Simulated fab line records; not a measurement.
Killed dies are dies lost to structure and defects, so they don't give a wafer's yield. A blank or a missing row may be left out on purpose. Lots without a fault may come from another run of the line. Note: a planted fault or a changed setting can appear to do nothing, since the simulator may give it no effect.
fab line records | flow sky130
record lots=7 wafers=21 last-day=50
route steps=708 shown LDD_P@263 LDD_HVN@267 PAD_OPEN@708
lots that met no fault: from a run of the same line without faults
start-h: start of the lot's first displayed wafer, in hours after the record's first day | wait-h: hours elapsed since this lot's preceding step | " same as the row above | L1.1+2: a row that stands for several wafers | - no value present, or no start provided | * or withheld: withheld | < > ~ a bound
route shown NAME@n: NAME is a module with steps in the file, n the number in the route of the first one | usual: mean and standard deviation over wafers with no fault | same: alike in all rows | chamber/n: place in a boat | sites: the reading at each site | _std_site: the standard deviation of these | _edge_site: inner sites' mean taken away from outer sites' mean | radius-mm: how far each site lies from the wafer's centre | mask NAME#n: copy n | behind: tool/chamber where the wafer was last shaped | hold: why the lot went on hold/how many hours it stayed there/how the hold came to an end | device: the n, p or np transistor that did not switch | end of line: at the end of the route, the tests of the same wafers | a step with no rows: only its recipe | killed: dies that structure and defects cost at the first sort, which is not the same as the wafer's yield | map: a wafer's dies, x killed, . not, _ none there
set.NAME: the setting that was run; set.NAME@STEP: the one run at that earlier step | model.NAME: the simulator's own value behind a step, which no gauge read
lots seen at some steps along the route; tables by step, rows by wafer
services: from which hour (start-h, from the record's first day; less than 0 if before it) a tool's chamber was out of use, for how many hours, and why
## steps
# step SKY_LDD_P_OVL_MEAS_08
# usual LDD_P_OVL=-1.1/1.3
# columns lot.wafer tool chamber start-h wait-h LDD_P_OVL[nm]
L108.1 overlay-01 - 450.37 0.1 0.5
L108.2 " - " " 0.3
L108.3 " - " " -0.1
L110.1 overlay-02 - 464.89 0.1 -3.0
L110.4 " - " " -0.9
L110.6 " - " " -1.0
L117.1 overlay-01 - 528.09 0.1 0.1
L117.5 " - " " 0.3
L117.6 " - " " 0.2
L118.2 overlay-01 - 533.97 0.1 -1.7
L118.3 " - " " 1.0
L118.6 " - " " -0.5
L120.3 overlay-01 - 553.15 0.1 -2.5
L120.4 " - " " -1.3
L120.6 " - " " -2.2
L122.3 overlay-01 - 569.13 0.1 -0.4
L122.4 " - " " -1.9
L122.6 " - " " -0.1
L129.3 overlay-02 - 629.38 0.1 -2.6
L129.4 " - " " -0.9
L129.6 " - " " -0.2
# step SKY_LDD_P_IMPLANT_09
# recipe species=BF2 energy-kev=25 dose-cm2=1e+13 tilt-deg=withheld
# step SKY_LDD_P_STRIP_10
# recipe chemistry=O2/N2 power-w=1400 pressure-mtorr=1500 platen-temp-c=withheld o2-flow-sccm=3000 n2-flow-sccm=300 overash-fraction=0.5
# usual drypump-motor-current-A=5.8/0.31 oes-product-au=0.715/0.0042 strip-time-to-endpoint-s=14.17/0.041
# columns lot.wafer tool chamber start-h wait-h drypump-motor-current-A oes-product-au rf-hours-counter-h strip-time-to-endpoint-s
L108.1 plasma-asher-04 0 450.55 0.1 5.3 0.725 63 14.19
L108.2 " 1 " " 5.7 0.709 63 14.20
L108.3 " 1 " " 5.7 0.712 - 14.23
L110.1 plasma-asher-03 1 465.07 0.1 6.1 0.716 78 14.16
L110.4 " 0 " " 5.9 0.714 - 14.14
L110.6 " 0 " " 5.9 0.711 - 14.20
L117.1 plasma-asher-02 0 528.27 0.1 5.7 0.717 38 14.14
L117.5 " 0 " " 5.7 0.718 - 14.10
L117.6 " 1 " " 6.2 0.714 - 14.18
L118.2 plasma-asher-04 1 534.15 0.1 5.7 0.714 71 14.18
L118.3 " 1 " " 5.7 0.712 - 14.19
L118.6 " 0 " " 5.3 0.716 - 14.14
L120.3 plasma-asher-02 1 553.35 0.1 6.3 0.708 - 14.25
L120.4 " 0 " " 5.7 0.719 - 14.26
L120.6 " 1 " " 6.3 0.716 - 14.28
L122.3 plasma-asher-04 1 569.34 0.1 5.7 0.710 - 14.12
L122.4 " 0 " " 5.3 0.714 - 14.12
L122.6 " 0 " " 5.3 0.712 - 14.11
L129.3 plasma-asher-03 1 629.59 0.1 6.1 0.717 - 14.16
L129.4 " 0 " " 5.9 0.713 - 14.14
L129.6 " 1 " " 6.1 0.717 - 14.13
# step SKY_LDD_P_TW_MEAS_11
# usual LDD_P_TW=633/6.7
# columns lot.wafer tool chamber start-h wait-h LDD_P_TW
L108.1 film-metro-02 - 450.65 0.1 639
L108.2 " - " " 640
L108.3 " - " " 640
L110.1 film-metro-04 - 465.17 0.1 629
L110.4 " - " " 629
L110.6 " - " " 631
L117.1 film-metro-02 - 528.37 0.1 635
L117.5 " - " " 638
L117.6 " - " " 638
L118.2 film-metro-02 - 534.26 0.1 638
L118.3 " - " " 637
L118.6 " - " " 637
L120.3 film-metro-04 - 553.44 0.1 630
L120.4 " - " " 634
L120.6 " - " " 631
L122.3 film-metro-03 - 569.42 0.1 621
L122.4 " - " " 622
L122.6 " - " " 622
L129.3 film-metro-03 - 629.67 0.1 624
L129.4 " - " " 623
L129.6 " - " " 621
# step SKY_LDD_HVN_DEHYDRATE_00
# recipe temp-c=200 time-s=60
# step SKY_LDD_HVN_HMDS_01
# recipe prime-time-s=60 prime-temp-c=120
# step SKY_LDD_HVN_COAT_02
# recipe resist=NOVOLAK spin-rpm=3000 resist-thk-nm=300
# step SKY_LDD_HVN_SOFTBAKE_03
# recipe temp-c=90 time-s=60 resist=NOVOLAK
# step SKY_LDD_HVN_EXPOSE_04
# recipe mask-id=HVNTM na=0.6 source-shape=conventional sigma-outer=0.6 polarization=unpolarized target-cd-nm=700 dose-mj=127
# step SKY_LDD_HVN_PEB_05
# recipe temp-c=withheld time-s=* resist=NOVOLAK
# step SKY_LDD_HVN_DEVELOP_06
# recipe resist=NOVOLAK developer=TMAH develop-time-s=60 dev-temp-c=23
# step SKY_LDD_HVN_OVL_MEAS_07
# usual LDD_HVN_OVL=-0.8/1.5
# columns lot.wafer tool chamber start-h wait-h LDD_HVN_OVL[nm]
L108.1 overlay-01 - 481.10 0.1 3.4
L108.2 " - " " 2.7
L108.3 " - " " 1.3
L110.1 overlay-01 - 495.55 0.1 0.0
L110.4 " - " " -1.5
L110.6 " - " " -1.3
L117.1 overlay-01 - 558.83 0.1 -2.7
L117.5 " - " " -2.1
L117.6 " - " " -0.9
L118.2 overlay-01 - 564.80 0.1 1.2
L118.3 " - " " 1.5
L118.6 " - " " 0.5
L120.3 overlay-02 - 582.63 0.1 0.8
L120.4 " - " " 0.6
L120.6 " - " " 1.3
L122.3 overlay-02 - 599.48 0.1 -3.1
L122.4 " - " " -2.6
L122.6 " - " " -2.4
L129.3 overlay-01 - 658.81 0.1 -1.9
L129.4 " - " " -0.9
L129.6 " - " " -1.4
# step SKY_LDD_HVN_IMPLANT_08
# recipe species=P energy-kev=60 dose-cm2=3e+13 tilt-deg=40
# usual beam-energy-keV=59.996/0.02 faraday-current-uA=169/3.3
# columns lot.wafer tool chamber start-h wait-h beam-energy-keV faraday-current-uA model.implant.rp-nm model.implant.drp-nm
L108.1 implanter-01 0 481.13 0.0 59.981 165 54.71 28.15
L108.2 " 0 " " 59.999 172 54.71 28.15
L108.3 " 0 " " 59.982 174 54.71 28.15
L110.1 implanter-04 0 495.58 0.0 60.001 168 58.62 28.15
L110.4 " 0 " " 59.956 164 58.62 28.15
L110.6 " 0 " " 59.948 177 58.62 28.15
L117.1 implanter-01 0 558.86 0.0 62.106 174 58.83 29.01
L117.5 " 0 " " 62.107 174 58.83 29.01
L117.6 " 0 " " 62.122 168 58.83 29.01
L118.2 implanter-01 0 564.86 0.0 62.106 165 56.2 29.01
L118.3 " 0 " " 62.116 169 56.2 29.01
L118.6 " 0 " " 62.100 170 56.2 29.01
L120.3 implanter-04 0 582.70 0.1 59.989 169 55.09 28.15
L120.4 " 0 " " 59.992 167 55.09 28.15
L120.6 " 0 " " 59.998 172 55.09 28.15
L122.3 implanter-01 0 599.55 0.1 62.113 166 56.33 29.01
L122.4 " 0 " " 62.100 159 56.33 29.01
L122.6 " 0 " " 62.118 170 56.33 29.01
L129.3 implanter-03 0 658.88 0.1 60.008 172 55.36 28.15
L129.4 " 0 " " 60.031 170 55.36 28.15
L129.6 " 0 " " 59.991 167 55.36 28.15
# step SKY_LDD_HVN_STRIP_09
# recipe chemistry=O2/N2 power-w=1400 pressure-mtorr=1500 platen-temp-c=withheld o2-flow-sccm=3000 n2-flow-sccm=300 overash-fraction=0.5
# usual drypump-motor-current-A=5.7/0.36 oes-product-au=0.409/0.0048 strip-time-to-endpoint-s=4.132/0.017
# columns lot.wafer tool chamber start-h wait-h drypump-motor-current-A oes-product-au rf-hours-counter-h strip-time-to-endpoint-s
L108.1 plasma-asher-04 0 481.28 0.1 5.3 0.414 66 4.118
L108.2 " 1 " " 5.7 0.406 66 4.111
L108.3 " 0 " " 5.3 0.404 - 4.111
L110.1 plasma-asher-04 0 495.73 0.1 5.3 0.407 67 4.120
L110.4 " 1 " " 5.7 0.405 - 4.153
L110.6 " 1 " " 5.7 0.409 - 4.137
L117.1 plasma-asher-04 1 559.01 0.1 5.7 0.409 74 4.129
L117.5 " 1 " " 5.7 0.397 - 4.137
L117.6 " 0 " " 5.3 0.408 - 4.153
L118.2 plasma-asher-01 1 564.98 0.1 5.1 0.400 14 4.112
L118.3 " 0 " " 6.3 0.406 - 4.100
L118.6 " 1 " " 5.2 0.403 - 4.100
L120.3 plasma-asher-02 0 582.83 0.1 5.7 0.410 - 4.157
L120.4 " 1 " " 6.2 0.413 - 4.137
L120.6 " 0 " " 5.7 0.419 - 4.149
L122.3 plasma-asher-04 1 599.68 0.1 5.7 0.402 - 4.144
L122.4 " 0 " " 5.3 0.403 - 4.125
L122.6 " 1 " " 5.7 0.408 - 4.112
L129.3 plasma-asher-02 1 659.02 0.1 6.2 0.409 - 4.131
L129.4 " 0 " " 5.7 0.405 - 4.107
L129.6 " 1 " " 6.2 0.413 - 4.147
# step SKY_PAD_OPEN_PROBE_99
# usual killed_at_M0_to_M3=42/6.3 killed_at_M4_up=2.8/1.9 killed-at-contacts=23/5.3 killed-at-front-end=16/4.3 killed-at-other=0.2/0.51 killed-dies=84/9.3 killed-open=46/7.6 killed-short=38/6.3
# same gross-dies=492 killed-at-back-side=0
# columns lot.wafer tool chamber start-h wait-h killed_at_M0_to_M3 killed_at_M4_up killed-at-contacts killed-at-front-end killed-at-other killed-dies killed-open killed-short
L118.2 prober-01 - 1147.62 0.1 39 1 28 16 1 85 47 38
L118.3 prober-01 - 1147.67 0.2 33 2 25 22 1 83 48 35
L118.6 prober-01 - 1147.82 0.2 42 4 30 12 0 88 47 41
L122.3 prober-02 - 1175.25 0.2 35 2 21 17 0 75 40 35
L122.4 prober-02 - 1175.30 0.2 48 4 17 16 0 85 41 44
L122.6 prober-02 - 1175.40 0.2 43 3 20 13 0 79 32 47
# killed by level:class
L118.2 VIA1:geometric-particle:open=14 CONTACT:geometric-particle:open=11 VIA1:geometric-particle:short=7 FIELD_ISO:geometric-particle:short=5 FIELD_ISO:geometric-particle:open=5 VIA3:geometric-particle:open=5 CONTACT:geometric-particle:short=5 POLY_GATE:geometric-particle:short=4
L118.3 FIELD_ISO:geometric-particle:short=9 VIA3:geometric-particle:open=9 VIA2:geometric-particle:open=7 LI_CONTACT:geometric-particle:open=7 CONTACT:geometric-particle:short=7 CONTACT:geometric-particle:open=6 FIELD_ISO:geometric-particle:open=5 POLY_GATE:geometric-particle:open=5
L118.6 VIA1:geometric-particle:open=10 CONTACT:geometric-particle:open=10 METAL1:geometric-particle:short=9 LI_CONTACT:geometric-particle:open=7 VIA3:geometric-particle:open=6 CONTACT:geometric-particle:short=5 METAL2:geometric-particle:short=5 LI_CONTACT:geometric-particle:short=4
L122.3 CONTACT:geometric-particle:open=7 VIA1:geometric-particle:open=7 POLY_GATE:geometric-particle:short=5 LI_CONTACT:geometric-particle:open=5 METAL1:geometric-particle:short=5 VIA3:geometric-particle:open=5 POLY_GATE:geometric-particle:open=4 LI_CONTACT:geometric-particle:short=4
L122.4 METAL1:geometric-particle:short=12 VIA1:geometric-particle:open=11 CONTACT:geometric-particle:open=7 VIA3:geometric-particle:open=6 POLY_GATE:geometric-particle:short=5 LI_CONTACT:geometric-particle:open=4 METAL3:geometric-particle:short=4 VIA2:geometric-particle:short=4
L122.6 VIA1:geometric-particle:open=7 METAL2:geometric-particle:short=7 CONTACT:geometric-particle:open=6 METAL1:geometric-particle:short=6 VIA3:geometric-particle:open=6 POLY_GATE:geometric-particle:short=5 VIA1:geometric-particle:short=5 METAL3:geometric-particle:short=5
## services
# columns tool chamber start-h hours kind
plasma-asher-01 0 430.25 - clean
plasma-asher-01 1 430.25 - clean
plasma-asher-04 - 436.12 1.6 repair
implanter-04 - 463.52 2.4 repair
implanter-03 - 494.49 1.8 repair
implanter-04 - 499.63 3.0 repair
plasma-asher-03 - 529.27 11.5 repair
implanter-03 - 541.24 30.4 repair
plasma-asher-02 - 551.50 1.8 repair
plasma-asher-02 - 568.99 3.5 repair
implanter-04 - 583.60 5.3 pm
implanter-01 - 596.49 1.7 repair
implanter-01 - 608.08 3.3 pm
plasma-asher-04 - 615.03 3.9 repair
plasma-asher-01 - 636.09 1.2 repair
## key
first-sign step=SKY_LDD_HVN_IMPLANT_08 reading=beam-energy-keV direction=up sigmas=99+ usual=* struck=*
effect none on later readings
model-effect step=SKY_LDD_HVN_IMPLANT_08 value=implant.rp-nm without=55.14 struck=57.12
met-at SKY_LDD_HVN_IMPLANT_08
struck-wafers L117.1,L117.5,L117.6,L118.2,L118.3,L118.6,L122.3,L122.4,L122.6
tester-left-out L117,L118,L122
onset-between 481.13 558.86
fault kind=process-parameter-drift tool=implanter-01 chamber=- onset-h=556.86 steps=SKY_LDD_HVN_IMPLANT_08 channel=energy-kev offset=* shape=step end-h=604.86 acts-in=* stated=*
# tester-left-out: of these lots the tester's yield and bins aren't shown, on N5 and GAA mostly nor the transistor test; their killed dies are dies lost to structure and defects alone, not to doping, threshold or leakage, so they don't give the yield
